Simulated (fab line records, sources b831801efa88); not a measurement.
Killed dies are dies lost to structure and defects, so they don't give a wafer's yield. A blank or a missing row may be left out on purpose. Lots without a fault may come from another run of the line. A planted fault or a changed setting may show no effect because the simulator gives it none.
Which tool did it? | flow gf180mcu | 12 lots, 36 wafers sampled, at 3 steps of a route of 602

WHAT THE GAUGES READ, wafer by wafer
GF_M3_RS_MEAS_05: measures by four-point-probe. Usual: M3_ALCU_RS 0.0693 ohm/sq, standard deviation 0.00063.
lot  | measured     | on            | M3_ALCU_RS (ohm/sq)  | flag
L963 | day 21 04:43 | film_metro-02 | 0.0692 0.0700 0.0684 |
L965 | day 21 15:32 | film_metro-01 | 0.0699 0.0699 0.0702 |
L966 | day 22 03:00 | film_metro-02 | 0.0686 0.0694 0.0693 |
L967 | day 22 10:25 | film_metro-02 | 0.0692 0.0690 0.0688 |
L970 | day 23 12:13 | film_metro-04 | 0.0683 0.0692 0.0696 |
L973 | day 24 06:04 | film_metro-04 | 0.0688 0.0693 0.0681 |
L975 | day 25 10:26 | film_metro-01 | 0.0695 0.0696 0.0689 |
L976 | day 25 16:26 | film_metro-01 | 0.0692 0.0700 0.0685 |
L977 | day 25 22:29 | film_metro-02 | 0.0697 0.0691 0.0690 |
L982 | day 27 18:12 | film_metro-01 | 0.0690 0.0694 0.0694 |
L981 | day 28 02:57 | film_metro-02 | 0.0689 0.0691 0.0692 |
L984 | day 28 12:19 | film_metro-01 | 0.0688 0.0681 0.0693 |

GF_M3_CD_MEAS_14: target cd 280 nm. Usual: cd_nm 280.2 nm, standard deviation 1.4.
lot  | measured     | on        | cd_nm (nm)        | flag
L963 | day 22 04:02 | cd_sem-02 | 281.6 280.0 280.5 |
L965 | day 22 14:26 | cd_sem-01 | 279.2 279.5 279.2 |
L966 | day 23 02:10 | cd_sem-01 | 282.4 281.3 281.9 |
L967 | day 23 09:12 | cd_sem-01 | 292.4 291.7 292.4 | OFF
L970 | day 24 10:48 | cd_sem-01 | 294.0 293.9 294.0 | OFF
L973 | day 25 03:54 | cd_sem-02 | 279.0 279.4 278.7 |
L975 | day 26 07:41 | cd_sem-02 | 280.7 281.0 280.6 |
L976 | day 26 13:29 | cd_sem-02 | 278.5 278.7 279.4 |
L977 | day 26 18:35 | cd_sem-02 | 278.2 278.2 279.9 |
L982 | day 28 13:39 | cd_sem-02 | 281.2 281.1 281.4 |
L981 | day 28 21:45 | cd_sem-02 | 280.4 281.7 280.0 |
L984 | day 29 07:29 | cd_sem-02 | 280.6 279.4 280.5 |

WHICH TOOL RAN EACH LOT (tool, then ch and the chambers of the sampled wafers, then the start)
lot  | GF_M3_SOFTBAKE_10
L963 | litho_track-01 ch 0, day 21 16:02
L965 | litho_track-04 ch 0, day 22 03:06
L966 | litho_track-01 ch 0, day 22 14:01
L967 | litho_track-04 ch 0, day 22 22:06
L970 | litho_track-04 ch 0, day 24 00:04
L973 | litho_track-03 ch 0, day 24 17:00
L975 | litho_track-01 ch 0, day 25 21:11
L976 | litho_track-01 ch 0, day 26 03:13
L977 | litho_track-03 ch 0, day 26 08:32
L982 | litho_track-01 ch 0, day 28 04:19
L981 | litho_track-03 ch 0, day 28 12:06
L984 | litho_track-04 ch 0, day 28 22:05
- GF_M3_SOFTBAKE_10: time 60 s.

WHAT THE TOOLS THEMSELVES READ (means of the sampled wafers that have a number; where no wafer has one, the mark that the record gives instead)
GF_M3_SOFTBAKE_10. Usual: heater_power_total_W 93.06 W, standard deviation 0.057; plate_temp_C 129.98 C, standard deviation 0.12.
lot  | tool           | heater_power_total_W (W) | plate_temp_C (C) | flag
L963 | litho_track-01 | 93.02                    | 129.89           |
L965 | litho_track-04 | 93.02                    | 129.89           |
L966 | litho_track-01 | 92.97                    | 130.01           |
L967 | litho_track-04 | 87.62                    | 124.13           | OFF
L970 | litho_track-04 | 87.61                    | 124.20           | OFF
L973 | litho_track-03 | 93.07                    | 130.06           |
L975 | litho_track-01 | 93.09                    | 130.12           |
L976 | litho_track-01 | 93.03                    | 129.93           |
L977 | litho_track-03 | 93.03                    | 130.01           |
L982 | litho_track-01 | 93.09                    | 129.88           |
L981 | litho_track-03 | 93.07                    | 130.03           |
L984 | litho_track-04 | 93.07                    | 129.86           |

THE ANSWER, worked out from the rows above alone
Rule: a lot is off if the mean of its wafers that have a number lies more than 3 standard deviations from the usual mean. A lot without any number at a reading at which 4 lots or more have one is off too. The other lots that the step has rows for count as sound. The gauges are gone through in route order, then the tools' own readings, and for those a lot's mean is taken as printed above. The first step at which some lot is off is used, and at that step the reading that is off furthest; a lot without a number counts as furthest.
Off: L967, L970, at GF_M3_CD_MEAS_14 (cd_nm).
A tool fits if, at a process step before that reading, it ran every lot that is off, and no sound lot after the first of them. The gauges at GF_M3_CD_MEAS_14 aren't tried: what is off there is off at GF_M3_SOFTBAKE_10 too, on other tools, and a gauge's error can't cause that. None of those tried fits.

WHAT THE SIMULATOR HAD PUT IN
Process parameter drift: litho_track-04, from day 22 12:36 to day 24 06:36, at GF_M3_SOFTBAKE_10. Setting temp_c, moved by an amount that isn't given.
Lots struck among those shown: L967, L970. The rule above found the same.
